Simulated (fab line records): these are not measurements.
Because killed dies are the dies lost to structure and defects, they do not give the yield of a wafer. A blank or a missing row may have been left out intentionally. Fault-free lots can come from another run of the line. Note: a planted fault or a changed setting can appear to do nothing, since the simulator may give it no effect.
Which tool is to blame?	flow sky130	72 wafers from 24 lots sampled at 6 of the route's 708 steps

== WHAT THE GAUGES READ, wafer by wafer ==
SKY_LDD_HVN_OVL_MEAS_07. Usual: for LDD_HVN_OVL the level is 0.3 nm and the standard deviation is 1.2.
lot	measured	on	LDD_HVN_OVL (nm)	flag
L074	day 20 19:11	overlay-02	-1.0 -1.6 0.6	
L075	day 21 01:42	overlay-01	0.3 -0.2 0.0	
L076	day 21 16:19	overlay-01	0.9 0.7 0.8	
L077	day 22 11:15	overlay-01	-0.3 0.7 0.4	
L078	day 22 20:34	overlay-02	-0.3 -0.6 0.8	
L079	day 23 00:56	overlay-01	-1.6 1.4 -1.8	
L080	day 23 11:41	overlay-02	0.6 3.6 1.4	
L081	day 23 19:23	overlay-02	-1.2 0.0 1.0	
L082	day 24 02:35	overlay-02	1.7 -0.1 1.0	
L083	day 24 12:20	overlay-02	-0.3 1.0 0.4	
L084	day 25 03:47	overlay-01	-1.8 -1.1 -0.8	
L085	day 25 11:11	overlay-02	0.2 -0.5 1.2	
L086	day 25 16:18	overlay-01	-0.7 -1.3 0.2	
L087	day 26 04:28	overlay-02	-0.3 0.5 1.6	
L088	day 26 11:47	overlay-02	-0.4 0.9 1.4	
L089	day 26 18:11	overlay-01	-1.0 2.2 1.2	
L090	day 27 06:29	overlay-01	0.9 -1.0 0.2	
L091	day 27 21:08	overlay-01	-0.6 0.2 0.3	
L093	day 28 06:20	overlay-01	2.9 1.9 0.6	
L092	day 28 07:39	overlay-01	1.5 1.1 0.7	
L094	day 28 13:32	overlay-02	-0.5 -0.6 -2.3	
L095	day 29 00:36	overlay-02	1.5 0.3 0.3	
L096	day 29 02:18	overlay-02	0.8 1.0 1.5	
L097	day 29 12:38	overlay-01	-1.0 -1.2 -1.8	

SKY_CONTACT_BOW_MEAS_05. Usual: for CONTACT_BOW the level is 81 um and the standard deviation is 7.1.
lot	measured	on	CONTACT_BOW (um)	flag
L074	day 31 07:35	filmMetro-01	82 84 85	
L075	day 31 12:38	filmMetro-03	73 89 81	
L076	day 32 04:22	filmMetro-01	67 81 90	
L077	day 32 20:40	filmMetro-03	76 83 87	
L078	day 33 04:24	filmMetro-01	89 73 84	
L079	day 33 10:41	filmMetro-02	78 93 78	
L080	day 33 15:59	filmMetro-02	92 83 76	
L081	day 33 23:50	filmMetro-01	81 79 70	
L082	day 34 05:20	filmMetro-03	69 65 80	
L083	day 34 18:15	filmMetro-02	76 95 83	
L084	day 35 00:46	filmMetro-03	86 76 80	
L085	day 35 14:26	filmMetro-03	74 78 69	
L086	day 35 15:30	filmMetro-01	88 74 84	
L087	day 36 03:11	filmMetro-03	82 93 71	
L088	day 36 08:56	filmMetro-02	91 82 76	
L089	day 36 13:53	filmMetro-02	85 84 86	
L090	day 37 02:57	filmMetro-02	84 81 79	
L091	day 37 17:17	filmMetro-02	82 85 81	
L093	day 38 02:41	filmMetro-02	102 77 89	
L092	day 38 04:03	filmMetro-03	73 80 72	
L094	day 38 09:52	filmMetro-03	83 93 80	
L095	day 38 20:01	filmMetro-03	79 76 83	
L096	day 39 01:38	filmMetro-01	79 84 91	
L097	day 39 08:31	filmMetro-03	80 90 86	

== EACH LOT AND THE TOOL THAT RAN IT (in order: tool; ch and the chambers of the sampled wafers; start) ==
lot	SKY_POLY_CUT_ETCH_10	SKY_POLY_CUT_ETCH_11	SKY_SD_P_STRIP_10	SKY_LOCAL_INTERCONNECT_STRIP_15
L074	rieDiel-03 ch 1,3, day 25 00:06	rieDiel-03 ch 1,3, day 25 00:09	plasmaAsher-02 ch 1, day 26 08:09	plasmaAsher-01 ch 0,1, day 31 06:28
L075	rieDiel-03 ch 0,1,2, day 25 06:36	rieDiel-03 ch 0,1,2, day 25 06:39	plasmaAsher-02 ch 0,1, day 26 13:48	plasmaAsher-02 ch 0,1, day 31 11:28
L076	rieDiel-03 ch 1,2,3, day 25 22:31	rieDiel-03 ch 1,2,3, day 25 22:34	plasmaAsher-02 ch 0,1, day 27 04:14	plasmaAsher-02 ch 0,1, day 32 03:03
L077	rieDiel-02 ch 0,2,3, day 26 14:36	rieDiel-02 ch 0,2,3, day 26 14:39	plasmaAsher-01 ch 0,1, day 27 19:59	plasmaAsher-02 ch 0,1, day 32 19:30
L078	rieDiel-03 ch 0,1,3, day 27 00:25	rieDiel-03 ch 0,1,3, day 27 00:28	plasmaAsher-03 ch 0,1, day 28 05:38	plasmaAsher-03 ch 0,1, day 33 03:12
L079	rieDiel-02 ch 0,2,3, day 27 03:45	rieDiel-02 ch 0,2,3, day 27 03:47	plasmaAsher-02 ch 0,1, day 28 09:30	plasmaAsher-01 ch 0,1, day 33 08:16
L080	rieDiel-04 ch 0,1,2, day 27 12:36	rieDiel-04 ch 0,1,2, day 27 12:38	plasmaAsher-03 ch 0,1, day 28 16:30	plasmaAsher-01 ch 0,1, day 33 14:52
L081	rieDiel-03 ch 0,2,3, day 27 19:36	rieDiel-03 ch 0,2,3, day 27 19:38	plasmaAsher-02 ch 0,1, day 29 01:03	plasmaAsher-03 ch 0,1, day 33 22:44
L082	rieDiel-03 ch 0,2,3, day 28 02:54	rieDiel-03 ch 0,2,3, day 28 02:57	plasmaAsher-01 ch 0,1, day 29 07:09	plasmaAsher-03 ch 0,1, day 34 04:13
L083	rieDiel-02 ch 0,1, day 28 10:39	rieDiel-02 ch 0,1, day 28 10:42	plasmaAsher-03 ch 0,1, day 29 16:24	plasmaAsher-01 ch 0,1, day 34 17:01
L084	rieDiel-02 ch 0,1, day 28 22:15	rieDiel-02 ch 0,1, day 28 22:19	plasmaAsher-02 ch 0,1, day 30 03:09	plasmaAsher-01 ch 0,1, day 34 23:37
L085	rieDiel-03 ch 0,2,3, day 29 10:00	rieDiel-03 ch 0,2,3, day 29 10:02	plasmaAsher-03 ch 0,1, day 30 15:00	plasmaAsher-02 ch 0,1, day 35 13:20
L086	rieDiel-03 ch 0,2,3, day 29 13:09	rieDiel-03 ch 0,2,3, day 29 13:11	plasmaAsher-03 ch 0,1, day 30 18:00	plasmaAsher-01 ch 0,1, day 35 14:22
L087	rieDiel-02 ch 0,2,3, day 29 22:03	rieDiel-02 ch 0,2,3, day 29 22:05	plasmaAsher-01 ch 0,1, day 31 03:14	plasmaAsher-03 ch 0,1, day 36 02:03
L088	rieDiel-03 ch 1,2, day 30 04:45	rieDiel-03 ch 1,2, day 30 04:47	plasmaAsher-02 ch 0,1, day 31 08:51	plasmaAsher-01 ch 0,1, day 36 07:49
L089	rieDiel-03 ch 0,1, day 30 10:21	rieDiel-03 ch 0,1, day 30 10:23	plasmaAsher-01 ch 0, day 31 14:24	plasmaAsher-01 ch 0,1, day 36 12:46
L090	rieDiel-04 ch 2,3, day 30 23:15	rieDiel-04 ch 2,3, day 30 23:17	plasmaAsher-01 ch 0,1, day 32 03:42	plasmaAsher-02 ch 0,1, day 37 01:49
L091	rieDiel-03 ch 1,3, day 31 13:46	rieDiel-03 ch 1,3, day 31 13:48	plasmaAsher-01 ch 0,1, day 32 18:54	plasmaAsher-03 ch 0,1, day 37 16:10
L093	rieDiel-03 ch 1,3, day 31 22:37	rieDiel-03 ch 1,3, day 31 22:39	plasmaAsher-01 ch 0,1, day 33 03:12	plasmaAsher-03 ch 0,1, day 38 01:34
L092	rieDiel-02 ch 0,2, day 32 00:54	rieDiel-02 ch 0,2, day 32 00:56	plasmaAsher-02 ch 0,1, day 33 06:18	plasmaAsher-02 ch 0,1, day 38 02:55
L094	rieDiel-03 ch 0,1,2, day 32 05:34	rieDiel-03 ch 0,1,2, day 32 05:36	plasmaAsher-03 ch 0,1, day 33 11:00	plasmaAsher-01 ch 0,1, day 38 08:43
L095	rieDiel-04 ch 0,2,3, day 32 15:40	rieDiel-04 ch 0,2,3, day 32 15:42	plasmaAsher-03 ch 0, day 33 21:14	plasmaAsher-02 ch 1, day 38 18:52
L096	rieDiel-02 ch 0,1,3, day 32 20:51	rieDiel-02 ch 0,1,3, day 32 20:53	plasmaAsher-02 ch 0,1, day 34 01:24	plasmaAsher-03 ch 0,1, day 39 00:28
L097	rieDiel-02 ch 1,2, day 33 04:57	rieDiel-02 ch 1,2, day 33 04:59	plasmaAsher-02 ch 0,1, day 34 09:03	plasmaAsher-01 ch 0, day 39 07:22
- SKY_POLY_CUT_ETCH_10: etches BARC in N2/H2, stops on SiO2, time 45.9 s, target depth 60 nm.
- SKY_POLY_CUT_ETCH_11: etches Si3N4 in CF4/CH2F2/Ar, stops on poly-Si, time 42.5 s, target depth 60 nm.
- SKY_SD_P_STRIP_10: strips in O2/N2.
- SKY_LOCAL_INTERCONNECT_STRIP_15: strips in O2/N2.

== AS READ BY THE TOOLS THEMSELVES (means over the sampled wafers that have a number; for cases with no such wafer, the mark the record gives instead) ==
SKY_POLY_CUT_ETCH_10. Usual: drypumpMotorCurrentA 5.75 A, standard deviation 0.26; oesProductAu 0.855 a.u., standard deviation 0.0049; rfFwdPowerW 494.9 W, standard deviation 2.1; throttleValvePct 13.225 %, standard deviation 0.0087.
lot	tool	drypumpMotorCurrentA (A)	oesProductAu (a.u.)	rfFwdPowerW (W)	throttleValvePct (%)	flag
L074	rieDiel-03	5.95	0.856	495.5	13.225	
L075	rieDiel-03	5.77	0.853	493.6	13.230	
L076	rieDiel-03	5.83	0.857	495.5	13.230	
L077	rieDiel-02	5.75	0.848	497.1	13.221	
L078	rieDiel-03	5.87	0.859	493.1	13.222	
L079	rieDiel-02	5.75	0.856	496.3	13.233	
L080	rieDiel-04	5.84	0.857	496.2	13.217	
L081	rieDiel-03	5.74	0.856	494.5	13.229	
L082	rieDiel-03	5.74	0.854	493.3	13.230	
L083	rieDiel-02	5.47	0.856	496.2	13.225	
L084	rieDiel-02	5.44	0.853	493.8	13.224	
L085	rieDiel-03	5.74	0.853	494.1	13.219	
L086	rieDiel-03	5.74	0.854	492.5	13.227	
L087	rieDiel-02	5.75	0.856	496.1	13.222	
L088	rieDiel-03	5.73	0.859	494.1	13.240	
L089	rieDiel-03	5.89	0.851	494.2	13.214	
L090	rieDiel-04	5.87	0.860	496.3	13.226	
L091	rieDiel-03	5.95	0.855	494.4	13.224	
L093	rieDiel-03	5.92	0.858	494.4	13.223	
L092	rieDiel-02	5.77	0.850	494.9	13.217	
L094	rieDiel-03	5.77	0.855	494.4	13.232	
L095	rieDiel-04	5.78	0.856	496.6	13.218	
L096	rieDiel-02	5.48	0.857	494.9	13.220	
L097	rieDiel-02	5.65	0.856	494.5	13.223	

SKY_POLY_CUT_ETCH_11. Usual: drypumpMotorCurrentA 5.75 A, standard deviation 0.26; oesProductAu 0.830 a.u., standard deviation 0.0066; rfFwdPowerW 593.6 W, standard deviation 2.7; throttleValvePct 14.993 %, standard deviation 0.0083.
lot	tool	drypumpMotorCurrentA (A)	oesProductAu (a.u.)	rfFwdPowerW (W)	throttleValvePct (%)	flag
L074	rieDiel-03	5.93	0.831	593.7	14.987	
L075	rieDiel-03	5.76	0.824	592.4	14.990	
L076	rieDiel-03	5.83	0.828	594.0	14.989	
L077	rieDiel-02	5.73	0.830	593.5	14.983	
L078	rieDiel-03	5.86	0.823	593.6	14.996	
L079	rieDiel-02	5.74	0.834	596.1	14.990	
L080	rieDiel-04	5.83	0.833	594.5	15.000	
L081	rieDiel-03	5.74	0.831	590.6	14.985	
L082	rieDiel-03	5.72	0.830	591.3	14.993	
L083	rieDiel-02	5.47	0.835	593.4	15.003	
L084	rieDiel-02	5.42	0.826	592.7	14.986	
L085	rieDiel-03	5.73	0.821	591.4	14.994	
L086	rieDiel-03	5.73	0.833	591.5	14.997	
L087	rieDiel-02	5.75	0.822	595.4	14.999	
L088	rieDiel-03	5.73	0.828	595.7	14.994	
L089	rieDiel-03	5.88	0.830	594.0	14.992	
L090	rieDiel-04	5.88	0.835	595.8	14.989	
L091	rieDiel-03	5.95	0.837	593.9	14.998	
L093	rieDiel-03	5.93	0.840	592.4	14.991	
L092	rieDiel-02	5.77	0.832	595.3	15.000	
L094	rieDiel-03	5.76	0.824	591.9	14.993	
L095	rieDiel-04	5.77	0.832	596.0	14.985	
L096	rieDiel-02	5.46	0.834	592.5	14.988	
L097	rieDiel-02	5.62	0.833	595.6	14.998	

SKY_SD_P_STRIP_10. Usual: drypumpMotorCurrentA 5.8 A, standard deviation 0.49; o2FlowSccm 3001 sccm, standard deviation 9.4; oesProductAu 0.618 a.u., standard deviation 0.0044; stripTimeToEndpointS 17.49 s, standard deviation 0.032.
lot	tool	drypumpMotorCurrentA (A)	o2FlowSccm (sccm)	oesProductAu (a.u.)	stripTimeToEndpointS (s)	flag
L074	plasmaAsher-02	6.0	3013	0.617	17.50	
L075	plasmaAsher-02	5.7	2999	0.620	17.51	
L076	plasmaAsher-02	5.9	2994	0.619	17.50	
L077	plasmaAsher-01	5.9	3006	0.615	17.46	
L078	plasmaAsher-03	5.5	3004	0.616	17.46	
L079	plasmaAsher-02	5.8	3012	0.616	17.53	
L080	plasmaAsher-03	6.1	2992	0.619	17.50	
L081	plasmaAsher-02	5.7	2998	0.618	17.49	
L082	plasmaAsher-01	5.9	3006	0.617	17.46	
L083	plasmaAsher-03	6.1	2992	0.618	17.50	
L084	plasmaAsher-02	5.9	2997	0.620	17.52	
L085	plasmaAsher-03	6.1	2992	0.619	17.51	
L086	plasmaAsher-03	6.1	2998	0.615	17.49	
L087	plasmaAsher-01	5.9	3002	0.618	17.50	
L088	plasmaAsher-02	5.7	3007	0.617	17.51	
L089	plasmaAsher-01	5.8	2992	0.621	17.45	
L090	plasmaAsher-01	5.9	3000	0.617	17.50	
L091	plasmaAsher-01	5.9	2999	0.618	17.47	
L093	plasmaAsher-01	5.9	3009	0.616	17.48	
L092	plasmaAsher-02	5.9	3007	0.621	17.52	
L094	plasmaAsher-03	6.1	2995	0.616	17.47	
L095	plasmaAsher-03	5.0	3007	0.621	17.46	
L096	plasmaAsher-02	5.9	2991	0.616	17.48	
L097	plasmaAsher-02	5.7	2998	0.614	17.49	

SKY_LOCAL_INTERCONNECT_STRIP_15. Usual: drypumpMotorCurrentA 5.9 A, standard deviation 0.48; o2FlowSccm 3000 sccm, standard deviation 8.9; oesProductAu 0.428 a.u., standard deviation 0.0047; stripTimeToEndpointS 4.741 s, standard deviation 0.021.
lot	tool	drypumpMotorCurrentA (A)	o2FlowSccm (sccm)	oesProductAu (a.u.)	stripTimeToEndpointS (s)	flag
L074	plasmaAsher-01	5.9	3005	0.425	4.757	
L075	plasmaAsher-02	5.9	3007	0.429	4.748	
L076	plasmaAsher-02	5.7	2997	0.429	4.740	
L077	plasmaAsher-02	5.9	2991	0.425	4.754	
L078	plasmaAsher-03	5.6	3000	0.427	4.749	
L079	plasmaAsher-01	5.9	2999	0.428	4.736	
L080	plasmaAsher-01	5.9	2997	0.427	4.716	
L081	plasmaAsher-03	6.1	3010	0.424	4.729	
L082	plasmaAsher-03	5.5	2998	0.425	4.773	
L083	plasmaAsher-01	5.9	3010	0.427	4.748	
L084	plasmaAsher-01	5.9	2989	0.431	4.754	
L085	plasmaAsher-02	5.9	3002	0.428	4.746	
L086	plasmaAsher-01	6.0	2999	0.428	4.717	
L087	plasmaAsher-03	6.1	2994	0.429	4.760	
L088	plasmaAsher-01	5.9	2994	0.427	4.744	
L089	plasmaAsher-01	5.9	3003	0.433	4.743	
L090	plasmaAsher-02	5.9	2995	0.423	4.705	
L091	plasmaAsher-03	6.1	2990	0.424	4.728	
L093	plasmaAsher-03	6.1	3004	0.433	4.751	
L092	plasmaAsher-02	5.9	2991	0.425	4.726	
L094	plasmaAsher-01	6.0	3010	0.429	4.741	
L095	plasmaAsher-02	6.0	2998	0.431	4.747	
L096	plasmaAsher-03	6.1	2995	0.429	4.764	
L097	plasmaAsher-01	5.8	2996	0.425	4.741	

== THE ANSWER, worked out from the rows above alone ==
Rule: lot off if the mean of its wafers having a number is beyond 3 standard deviations from the usual mean. A lot without any number at a reading at which 4 lots or more have one is off too. Where the step has rows for the other lots, those lots are counted as sound. First the gauges in route order, then the tools' own readings, where a lot's mean is used as printed above. At the first step where some lot is off, the reading lying furthest off is the one used; lots without a number count as furthest.
No lot is off at any reading shown: from this, nothing can be told.

== WHAT HAD BEEN PUT IN BY THE SIMULATOR ==
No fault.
